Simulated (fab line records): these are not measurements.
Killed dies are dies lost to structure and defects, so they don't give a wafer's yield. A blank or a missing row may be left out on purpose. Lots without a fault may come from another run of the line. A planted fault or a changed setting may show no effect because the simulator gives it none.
fab line records	flow sky130	part 1 of 2: steps 1 to 32 of 44
record: lots: 5	wafers: 15	lastDay: 50
route steps=708 shown VT_ADJUST_NCORE@127 VT_ADJUST_HVTR@131 VT_ADJUST_PCH@143 SONOS_TUNNEL@154 SONOS_ONO@168
lots untouched by any fault: they come from a run of this same line in which no faults occurred
startH: the number of hours between the record's first day and the start of the first shown wafer of the lot	waitH: how many hours have passed since the lot's step before this one	" the same as in the row above	L1.1+2: several wafers, shown together as one row	- no value, or no start given	* or withheld: withheld	< > ~ a bound
route shown NAME@n: a module of which the file shows steps, and the number in the route of the first	usual: mean/standard deviation of fault-free wafers	same: alike in all rows	chamber/n: place in a boat	sites: per-site readings	_std_site: the values' standard deviation	_edge_site: inner sites' mean taken away from outer sites' mean	radiusMm: for every site, how far away it sits from the centre of the wafer	mask NAME#n: copy n	behind: the last tool/chamber to shape the wafer	hold: why the lot was held/for how many hours/how that ended	device: whichever transistor did not switch (one of n, p or np)	end of line: the route-end tests of the same wafers	for a step that has no rows: nothing shown but its recipe	killed: dies lost to structure and defects at the first sort, not the wafer's yield	map: per-die view of a wafer (x killed, . not killed, _ where there is no die)
set.NAME: the run value of the setting; set.NAME@STEP: its run value at that earlier step	model.NAME: the simulator's own value behind a step, which no gauge read
lots at some steps of the route; a table a step, a row a wafer
services: a tool's chamber out of use, with start hour (startH, from the record's first day; less than 0 if before it), hours out, and reason
== steps ==
step: SKY_VT_ADJUST_NCORE_OVL_MEAS_08
usual: VT_ADJUST_NCORE_OVL: 0.7/1.3
lot.wafer	tool	chamber	startH	waitH	VT_ADJUST_NCORE_OVL[nm]
L075.1	overlay-01	-	193.38	0.1	-0.5
L075.4	"	-	"	"	-0.4
L075.5	"	-	"	"	-0.6
L077.2	overlay-02	-	203.03	0.1	0.1
L077.5	"	-	"	"	0.8
L077.6	"	-	"	"	0.5
L082.1	overlay-01	-	237.55	0.1	-1.4
L082.3	"	-	"	"	-2.3
L082.5	"	-	"	"	-1.4
L083.2	overlay-01	-	245.50	0.1	1.0
L083.3	"	-	"	"	0.6
L083.5	"	-	"	"	1.3
L096.1	overlay-02	-	353.92	0.1	0.5
L096.2	"	-	"	"	0.4
L096.3	"	-	"	"	2.0
step: SKY_VT_ADJUST_NCORE_IMPLANT_09
recipe: species: B	energyKev: 10	doseCm2: 2.4e+12	tiltDeg: withheld
usual: beamOnS: 10.00/0.21
lot.wafer	tool	chamber	startH	waitH	beamOnS
L075.1	implanter-02	0	193.41	0.0	9.99
L075.4	"	0	"	"	9.79
L075.5	"	0	"	"	9.74
L077.2	implanter-02	0	203.09	0.0	9.82
L077.5	"	0	"	"	9.64
L077.6	"	0	"	"	9.89
L082.1	implanter-02	0	237.58	0.0	10.18
L082.3	"	0	"	"	9.86
L082.5	"	0	"	"	9.98
L083.2	implanter-02	0	245.56	0.0	9.73
L083.3	"	0	"	"	9.82
L083.5	"	0	"	"	10.25
L096.1	implanter-02	0	353.96	0.0	10.08
L096.2	"	0	"	"	10.23
L096.3	"	0	"	"	10.05
step: SKY_VT_ADJUST_NCORE_STRIP_10
recipe: chemistry: O2/N2	powerW: 1400	pressureMtorr: 1500	platenTempC: withheld	o2FlowSccm: 3000	n2FlowSccm: 300	overashFraction: 0.5
usual: drypumpMotorCurrentA: 5.9/0.54	n2FlowSccm: 300.0/0.77	o2FlowSccm: 3000/9.2	oesProductAu: 0.716/0.0044	stripTimeToEndpointS: 14.19/0.04
same: overashFraction: 0.5
lot.wafer	tool	chamber	startH	waitH	drypumpMotorCurrentA	n2FlowSccm	o2FlowSccm	oesProductAu	rfHoursCounterH	stripTimeToEndpointS
L075.1	plasmaAsher-04	0	193.56	0.1	6.6	299.7	2995	0.717	51	14.23
L075.4	"	1	"	"	5.8	300.3	2995	0.717	-	14.19
L075.5	"	0	"	"	6.6	300.7	2995	0.716	-	14.20
L077.2	plasmaAsher-02	0	203.21	0.1	5.0	301.1	3003	0.716	39	14.23
L077.5	"	1	"	"	6.0	299.6	3016	0.725	-	14.21
L077.6	"	0	"	"	5.0	299.9	3001	0.718	-	14.21
L082.1	plasmaAsher-03	0	237.73	0.1	5.9	298.9	2976	0.716	53	14.16
L082.3	"	0	"	"	6.0	300.0	2993	0.710	-	14.15
L082.5	"	0	"	"	6.0	299.6	2988	0.718	-	14.15
L083.2	plasmaAsher-02	0	245.68	0.1	5.0	298.5	3001	0.713	43	14.26
L083.3	"	1	"	"	6.1	300.5	3013	0.712	-	14.29
L083.5	"	0	"	"	4.9	299.8	3001	0.724	-	14.29
L096.1	plasmaAsher-02	1	354.11	0.1	6.0	299.1	2991	0.720	54	14.17
L096.2	"	0	"	"	4.9	300.4	3013	0.714	54	14.17
L096.3	"	1	"	"	6.1	299.0	2997	0.713	-	14.17
step: SKY_VT_ADJUST_NCORE_TW_MEAS_11
usual: VT_ADJUST_NCORE_TW: 217.9/1.9
lot.wafer	tool	chamber	startH	waitH	VT_ADJUST_NCORE_TW
L075.1	filmMetro-04	-	193.66	0.1	222.5
L075.4	"	-	"	"	221.9
L075.5	"	-	"	"	221.7
L077.2	filmMetro-02	-	203.32	0.1	217.7
L077.5	"	-	"	"	218.2
L077.6	"	-	"	"	217.9
L082.1	filmMetro-02	-	237.83	0.1	216.8
L082.3	"	-	"	"	216.4
L082.5	"	-	"	"	216.8
L083.2	filmMetro-02	-	245.79	0.1	217.4
L083.3	"	-	"	"	217.7
L083.5	"	-	"	"	217.6
L096.1	filmMetro-02	-	354.21	0.1	216.3
L096.2	"	-	"	"	218.1
L096.3	"	-	"	"	216.9
step: SKY_VT_ADJUST_HVTR_DEHYDRATE_00
recipe: tempC: 200	timeS: 60
lot.wafer	tool	chamber	startH	waitH
L075.1+4+5	lithoTrack-03	0	203.87	10.2
L077.2+5+6	lithoTrack-03	0	213.15	9.8
L082.1+3+5	lithoTrack-04	0	249.28	11.4
L083.2+3+5	lithoTrack-03	0	257.40	11.6
L096.1+2+3	lithoTrack-03	0	367.77	13.6
step: SKY_VT_ADJUST_HVTR_HMDS_01
recipe: primeTimeS: 60	primeTempC: 120
lot.wafer	tool	chamber	startH	waitH
L075.1+4+5	lithoTrack-03	0	204.02	0.1
L077.2+5+6	lithoTrack-03	0	213.30	0.1
L082.1+3+5	lithoTrack-04	0	249.43	0.1
L083.2+3+5	lithoTrack-03	0	257.55	0.1
L096.1+2+3	lithoTrack-03	0	367.92	0.1
step: SKY_VT_ADJUST_HVTR_COAT_02
recipe: resist: NOVOLAK	spinRpm: 3000	resistThkNm: 1140
lot.wafer	tool	chamber	startH	waitH
L075.1+4+5	lithoTrack-03	0	204.17	0.1
L077.2+5+6	lithoTrack-03	0	213.45	0.1
L082.1+3+5	lithoTrack-04	0	249.58	0.1
L083.2+3+5	lithoTrack-03	0	257.70	0.1
L096.1+2+3	lithoTrack-03	0	368.07	0.1
step: SKY_VT_ADJUST_HVTR_SOFTBAKE_03
recipe: tempC: 90	timeS: 60	resist: NOVOLAK
lot.wafer	tool	chamber	startH	waitH
L075.1+4+5	lithoTrack-03	0	204.32	0.1
L077.2+5+6	lithoTrack-03	0	213.60	0.1
L082.1+3+5	lithoTrack-04	0	249.73	0.1
L083.2+3+5	lithoTrack-03	0	257.85	0.1
L096.1+2+3	lithoTrack-03	0	368.22	0.1
step: SKY_VT_ADJUST_HVTR_EXPOSE_04
recipe: maskId: HVTRM	targetCdNm: 380	na: 0.6	sourceShape: conventional	sigmaOuter: 0.6	doseMj: 150
lot.wafer	tool	chamber	startH	waitH	mask
L075.1+4+5	ilineStepper-02	0	-	-	HVTRM#0
L077.2+5+6	ilineStepper-01	0	-	-	HVTRM#0
L082.1+3+5	ilineStepper-02	0	-	-	HVTRM#0
L083.2+3+5	ilineStepper-01	0	-	-	HVTRM#0
L096.1+2+3	ilineStepper-01	0	-	-	HVTRM#0
step: SKY_VT_ADJUST_HVTR_PEB_05
recipe: tempC: withheld	timeS: *	resist: NOVOLAK
lot.wafer	tool	chamber	startH	waitH
L075.1+4+5	lithoTrack-04	0	-	-
L077.2+5+6	lithoTrack-03	0	-	-
L082.1+3+5	lithoTrack-01	0	-	-
L083.2+3+5	lithoTrack-03	0	-	-
L096.1+2+3	lithoTrack-03	0	-	-
step: SKY_VT_ADJUST_HVTR_DEVELOP_06
recipe: developTimeS: 60	devTempC: 23
lot.wafer	tool	chamber	startH	waitH
L075.1+4+5	lithoTrack-04	0	215.18	0.1
L077.2+5+6	lithoTrack-03	0	225.60	0.1
L082.1+3+5	lithoTrack-01	0	261.84	0.1
L083.2+3+5	lithoTrack-03	0	269.75	0.1
L096.1+2+3	lithoTrack-03	0	381.72	0.1
step: SKY_VT_ADJUST_HVTR_CD_MEAS_07
recipe: targetCdNm: 380
usual: cdNm: 380.7/2
lot.wafer	tool	chamber	startH	waitH	cdNm
L075.1	cdSem-02	-	215.33	0.1	379.9
L075.4	"	-	"	"	383.3
L075.5	"	-	"	"	381.4
L077.2	cdSem-01	-	225.74	0.1	380.6
L077.5	"	-	"	"	379.5
L077.6	"	-	"	"	381.3
L082.1	cdSem-01	-	261.99	0.1	375.4
L082.3	"	-	"	"	378.2
L082.5	"	-	"	"	375.6
L083.2	cdSem-02	-	269.89	0.1	382.2
L083.3	"	-	"	"	380.7
L083.5	"	-	"	"	379.7
L096.1	cdSem-01	-	381.87	0.1	380.8
L096.2	"	-	"	"	383.6
L096.3	"	-	"	"	378.8
step: SKY_VT_ADJUST_HVTR_OVL_MEAS_08
usual: VT_ADJUST_HVTR_OVL: 1.2/1.4
lot.wafer	tool	chamber	startH	waitH	VT_ADJUST_HVTR_OVL[nm]
L075.1	overlay-02	-	215.45	0.1	1.3
L075.4	"	-	"	"	0.3
L075.5	"	-	"	"	0.6
L077.2	overlay-02	-	225.85	0.1	2.7
L077.5	"	-	"	"	3.1
L077.6	"	-	"	"	3.3
L082.1	overlay-01	-	262.11	0.1	-0.2
L082.3	"	-	"	"	1.7
L082.5	"	-	"	"	1.3
L083.2	overlay-02	-	270.00	0.1	1.1
L083.3	"	-	"	"	1.6
L083.5	"	-	"	"	1.4
L096.1	overlay-02	-	381.99	0.1	1.6
L096.2	"	-	"	"	2.6
L096.3	"	-	"	"	1.8
step: SKY_VT_ADJUST_HVTR_IMPLANT_09
recipe: species: B	energyKev: 10	doseCm2: 2.1e+12	tiltDeg: withheld
usual: beamOnS: 9.99/0.2
lot.wafer	tool	chamber	startH	waitH	beamOnS
L075.1	implanter-04	0	215.48	0.0	10.04
L075.4	"	0	"	"	9.96
L075.5	"	0	"	"	9.84
L077.2	implanter-02	0	225.91	0.0	10.30
L077.5	"	0	"	"	9.97
L077.6	"	0	"	"	9.78
L082.1	implanter-01	0	262.15	0.0	10.09
L082.3	"	0	"	"	10.42
L082.5	"	0	"	"	10.10
L083.2	implanter-04	0	270.06	0.0	10.19
L083.3	"	0	"	"	10.07
L083.5	"	0	"	"	9.83
L096.1	implanter-02	0	382.03	0.0	9.89
L096.2	"	0	"	"	9.39
L096.3	"	0	"	"	9.65
step: SKY_VT_ADJUST_HVTR_STRIP_10
recipe: chemistry: O2/N2	powerW: 1400	pressureMtorr: 1500	platenTempC: withheld	o2FlowSccm: 3000	n2FlowSccm: 300	overashFraction: 0.5
usual: drypumpMotorCurrentA: 6.2/0.34	n2FlowSccm: 300.0/0.91	o2FlowSccm: 3001/9.2	oesProductAu: 0.715/0.0046	stripTimeToEndpointS: 14.19/0.038
same: overashFraction: 0.5
lot.wafer	tool	chamber	startH	waitH	drypumpMotorCurrentA	n2FlowSccm	o2FlowSccm	oesProductAu	rfHoursCounterH	stripTimeToEndpointS
L075.1	plasmaAsher-04	0	215.63	0.1	6.6	301.2	2992	0.712	53	14.18
L075.4	"	1	"	"	5.8	299.5	2990	0.718	-	14.14
L075.5	"	0	"	"	6.6	299.7	2997	0.713	-	14.23
L077.2	plasmaAsher-01	0	226.03	0.1	6.6	297.9	2978	0.714	11	14.17
L077.5	"	1	"	"	5.8	301.3	2992	0.718	-	14.18
L077.6	"	0	"	"	6.6	298.9	2997	0.709	-	14.18
L082.1	plasmaAsher-03	1	262.30	0.1	6.2	299.9	3005	0.713	55	14.25
L082.3	"	1	"	"	6.2	299.9	3002	0.711	-	14.24
L082.5	"	1	"	"	6.2	299.6	2998	0.719	-	14.20
L083.2	plasmaAsher-03	0	270.18	0.1	5.9	299.6	3002	0.716	56	14.16
L083.3	"	0	"	"	5.9	298.6	3002	0.719	-	14.13
L083.5	"	1	"	"	6.2	299.6	3012	0.719	-	14.20
L096.1	plasmaAsher-04	0	382.18	0.1	6.6	300.6	3006	0.723	69	14.19
L096.2	"	1	"	"	5.8	300.2	2997	0.716	69	14.16
L096.3	"	1	"	"	5.8	300.4	2999	0.717	-	14.17
step: SKY_VT_ADJUST_HVTR_TW_MEAS_11
usual: VT_ADJUST_HVTR_TW: 212.6/2.2
lot.wafer	tool	chamber	startH	waitH	VT_ADJUST_HVTR_TW
L075.1	filmMetro-03	-	215.73	0.1	213.8
L075.4	"	-	"	"	212.1
L075.5	"	-	"	"	213.1
L077.2	filmMetro-02	-	226.14	0.1	207.9
L077.5	"	-	"	"	208.0
L077.6	"	-	"	"	208.2
L082.1	filmMetro-04	-	262.40	0.1	216.0
L082.3	"	-	"	"	215.5
L082.5	"	-	"	"	216.0
L083.2	filmMetro-02	-	270.29	0.1	209.4
L083.3	"	-	"	"	209.6
L083.5	"	-	"	"	209.9
L096.1	filmMetro-04	-	382.28	0.1	214.3
L096.2	"	-	"	"	213.3
L096.3	"	-	"	"	214.5
step: SKY_VT_ADJUST_PCH_DEHYDRATE_00
recipe: tempC: 200	timeS: 60
lot.wafer	tool	chamber	startH	waitH
L075.1+4+5	lithoTrack-03	0	226.97	11.2
L077.2+5+6	lithoTrack-03	0	236.60	10.4
L082.1+3+5	lithoTrack-03	0	274.07	11.7
L083.2+3+5	lithoTrack-01	0	282.01	11.7
L096.1+2+3	lithoTrack-01	0	396.99	14.7
step: SKY_VT_ADJUST_PCH_HMDS_01
recipe: primeTimeS: 60	primeTempC: 120
lot.wafer	tool	chamber	startH	waitH
L075.1+4+5	lithoTrack-03	0	227.12	0.1
L077.2+5+6	lithoTrack-03	0	236.75	0.1
L082.1+3+5	lithoTrack-03	0	274.22	0.1
L083.2+3+5	lithoTrack-01	0	282.16	0.1
L096.1+2+3	lithoTrack-01	0	397.14	0.1
step: SKY_VT_ADJUST_PCH_COAT_02
recipe: spinRpm: 2000	resistThkNm: 3000
lot.wafer	tool	chamber	startH	waitH
L075.1+4+5	lithoTrack-03	0	227.27	0.1
L077.2+5+6	lithoTrack-03	0	236.90	0.1
L082.1+3+5	lithoTrack-03	0	274.37	0.1
L083.2+3+5	lithoTrack-01	0	282.31	0.1
L096.1+2+3	lithoTrack-01	0	397.29	0.1
step: SKY_VT_ADJUST_PCH_SOFTBAKE_03
recipe: tempC: 110	timeS: withheld
lot.wafer	tool	chamber	startH	waitH
L075.1+4+5	lithoTrack-03	0	227.42	0.1
L077.2+5+6	lithoTrack-03	0	237.06	0.1
L082.1+3+5	lithoTrack-03	0	274.52	0.1
L083.2+3+5	lithoTrack-01	0	282.47	0.1
L096.1+2+3	lithoTrack-01	0	397.44	0.1
step: SKY_VT_ADJUST_PCH_EXPOSE_04
recipe: maskId: NWM	na: 0.6	sourceShape: conventional	sigmaOuter: 0.6	polarization: unpolarized	targetCdNm: 840	doseMj: 255
lot.wafer	tool	chamber	startH	waitH	mask
L075.1+4+5	ilineStepper-02	0	-	-	NWM#0
L077.2+5+6	ilineStepper-02	0	-	-	NWM#0
L082.1+3+5	ilineStepper-01	0	-	-	NWM#0
L083.2+3+5	ilineStepper-02	0	-	-	NWM#0
L096.1+2+3	ilineStepper-01	0	-	-	NWM#0
step: SKY_VT_ADJUST_PCH_PEB_05
recipe: tempC: 115	timeS: withheld
lot.wafer	tool	chamber	startH	waitH
L075.1+4+5	lithoTrack-01	0	-	-
L077.2+5+6	lithoTrack-02	0	-	-
L082.1+3+5	lithoTrack-02	0	-	-
L083.2+3+5	lithoTrack-02	0	-	-
L096.1+2+3	lithoTrack-03	0	-	-
step: SKY_VT_ADJUST_PCH_DEVELOP_06
recipe: wallAngleDeg: 90	developer: TMAH	developTimeS: 60	devTempC: 23
lot.wafer	tool	chamber	startH	waitH
L075.1+4+5	lithoTrack-01	0	-	-
L077.2+5+6	lithoTrack-02	0	-	-
L082.1+3+5	lithoTrack-02	0	-	-
L083.2+3+5	lithoTrack-02	0	-	-
L096.1+2+3	lithoTrack-03	0	-	-
step: SKY_VT_ADJUST_PCH_OVL_MEAS_07
usual: VT_ADJUST_PCH_OVL: -0.4/1.6
lot.wafer	tool	chamber	startH	waitH	VT_ADJUST_PCH_OVL[nm]
L075.1	overlay-01	-	238.14	-	1.7
L075.4	"	-	"	"	1.9
L075.5	"	-	"	"	0.9
L077.2	overlay-01	-	249.26	-	-1.0
L077.5	"	-	"	"	0.2
L077.6	"	-	"	"	-1.2
L082.1	overlay-01	-	286.95	-	-0.1
L082.3	"	-	"	"	0.9
L082.5	"	-	"	"	1.5
L083.2	overlay-01	-	295.46	-	-1.1
L083.3	"	-	"	"	-0.8
L083.5	"	-	"	"	-2.1
L096.1	overlay-01	-	411.72	-	1.7
L096.2	"	-	"	"	3.4
L096.3	"	-	"	"	1.2
step: SKY_VT_ADJUST_PCH_IMPLANT_08
recipe: species: B	energyKev: 10	doseCm2: 5e+11	tiltDeg: withheld
usual: beamOnS: 10.02/0.19
lot.wafer	tool	chamber	startH	waitH	beamOnS
L075.1	implanter-02	0	238.18	0.0	9.74
L075.4	"	0	"	"	10.12
L075.5	"	0	"	"	10.15
L077.2	implanter-03	0	249.32	0.0	10.28
L077.5	"	0	"	"	10.38
L077.6	"	0	"	"	10.09
L082.1	implanter-03	0	286.99	0.0	10.16
L082.3	"	0	"	"	10.14
L082.5	"	0	"	"	9.57
L083.2	implanter-02	0	295.52	0.0	10.28
L083.3	"	0	"	"	9.96
L083.5	"	0	"	"	9.94
L096.1	implanter-04	0	411.76	0.0	10.17
L096.2	"	0	"	"	9.76
L096.3	"	0	"	"	10.27
step: SKY_VT_ADJUST_PCH_STRIP_09
recipe: chemistry: O2/N2	powerW: 1400	pressureMtorr: 1500	platenTempC: withheld	o2FlowSccm: 3000	n2FlowSccm: 300	overashFraction: 0.5
usual: drypumpMotorCurrentA: 6.0/0.54	n2FlowSccm: 300.0/0.88	o2FlowSccm: 3001/8.6	oesProductAu: 0.722/0.0044	stripTimeToEndpointS: 36.90/0.13
same: overashFraction: 0.5
lot.wafer	tool	chamber	startH	waitH	drypumpMotorCurrentA	n2FlowSccm	o2FlowSccm	oesProductAu	rfHoursCounterH	stripTimeToEndpointS
L075.1	plasmaAsher-04	0	238.33	0.1	6.6	300.4	2996	0.721	55	36.74
L075.4	"	1	"	"	5.8	299.2	3020	0.724	-	36.84
L075.5	"	1	"	"	5.8	300.3	3014	0.723	-	36.81
L077.2	plasmaAsher-04	1	249.44	0.1	5.8	299.7	3005	0.723	56	37.02
L077.5	"	0	"	"	6.6	299.0	2995	0.719	-	37.16
L077.6	"	1	"	"	5.8	300.8	2998	0.724	-	37.04
L082.1	plasmaAsher-04	0	287.14	0.1	6.6	298.9	3005	0.727	60	36.78
L082.3	"	0	"	"	6.6	299.6	3005	0.730	-	36.87
L082.5	"	0	"	"	6.6	299.5	2996	0.723	-	36.87
L083.2	plasmaAsher-01	1	295.64	0.1	5.8	299.0	2996	0.724	18	37.02
L083.3	"	1	"	"	5.8	300.1	3007	0.719	-	37.02
L083.5	"	0	"	"	6.7	299.8	3025	0.727	-	37.00
L096.1	plasmaAsher-02	0	411.91	0.1	5.0	301.2	3010	0.725	59	36.89
L096.2	"	1	"	"	6.0	300.5	2993	0.717	59	36.86
L096.3	"	0	"	"	5.0	300.5	3007	0.727	-	36.95
step: SKY_VT_ADJUST_PCH_TW_MEAS_10
usual: VT_ADJUST_PCH_TW: 143.0/1.7
lot.wafer	tool	chamber	startH	waitH	VT_ADJUST_PCH_TW
L075.1	filmMetro-03	-	238.43	0.1	144.7
L075.4	"	-	"	"	144.9
L075.5	"	-	"	"	144.5
L077.2	filmMetro-03	-	249.55	0.1	145.1
L077.5	"	-	"	"	145.6
L077.6	"	-	"	"	144.1
L082.1	filmMetro-01	-	287.24	0.1	142.0
L082.3	"	-	"	"	141.3
L082.5	"	-	"	"	141.4
L083.2	filmMetro-01	-	295.75	0.1	141.0
L083.3	"	-	"	"	141.6
L083.5	"	-	"	"	141.9
L096.1	filmMetro-03	-	412.01	0.1	143.4
L096.2	"	-	"	"	144.1
L096.3	"	-	"	"	144.8
step: SKY_SONOS_TUNNEL_DEHYDRATE_00
recipe: tempC: 200	timeS: 60
lot.wafer	tool	chamber	startH	waitH
L075.1+4+5	lithoTrack-04	0	249.88	11.4
L077.2+5+6	lithoTrack-02	0	260.68	11.1
L082.1+3+5	lithoTrack-04	0	299.57	12.3
L083.2+3+5	lithoTrack-01	0	307.81	12.1
L096.1+2+3	lithoTrack-04	0	427.02	15.0
step: SKY_SONOS_TUNNEL_HMDS_01
recipe: primeTimeS: 60	primeTempC: 120
lot.wafer	tool	chamber	startH	waitH
L075.1+4+5	lithoTrack-04	0	250.03	0.1
L077.2+5+6	lithoTrack-02	0	260.83	0.1
L082.1+3+5	lithoTrack-04	0	299.72	0.1
L083.2+3+5	lithoTrack-01	0	307.96	0.1
L096.1+2+3	lithoTrack-04	0	427.17	0.1
step: SKY_SONOS_TUNNEL_COAT_02
recipe: resist: NOVOLAK	spinRpm: 3000	resistThkNm: 1140
lot.wafer	tool	chamber	startH	waitH
L075.1+4+5	lithoTrack-04	0	250.18	0.1
L077.2+5+6	lithoTrack-02	0	260.98	0.1
L082.1+3+5	lithoTrack-04	0	299.87	0.1
L083.2+3+5	lithoTrack-01	0	308.11	0.1
L096.1+2+3	lithoTrack-04	0	427.32	0.1
step: SKY_SONOS_TUNNEL_SOFTBAKE_03
recipe: tempC: 90	timeS: 60	resist: NOVOLAK
lot.wafer	tool	chamber	startH	waitH
L075.1+4+5	lithoTrack-04	0	250.33	0.1
L077.2+5+6	lithoTrack-02	0	261.13	0.1
L082.1+3+5	lithoTrack-04	0	300.02	0.1
L083.2+3+5	lithoTrack-01	0	308.26	0.1
L096.1+2+3	lithoTrack-04	0	427.47	0.1
step: SKY_SONOS_TUNNEL_EXPOSE_04
recipe: maskId: TUNM	na: 0.6	sourceShape: conventional	sigmaOuter: 0.6	polarization: unpolarized	targetCdNm: 410	doseMj: 136
lot.wafer	tool	chamber	startH	waitH	mask
L075.1+4+5	ilineStepper-02	0	-	-	TUNM#0
L077.2+5+6	ilineStepper-02	0	-	-	TUNM#0
L082.1+3+5	ilineStepper-02	0	-	-	TUNM#0
L083.2+3+5	ilineStepper-02	0	-	-	TUNM#0
L096.1+2+3	ilineStepper-02	0	-	-	TUNM#0
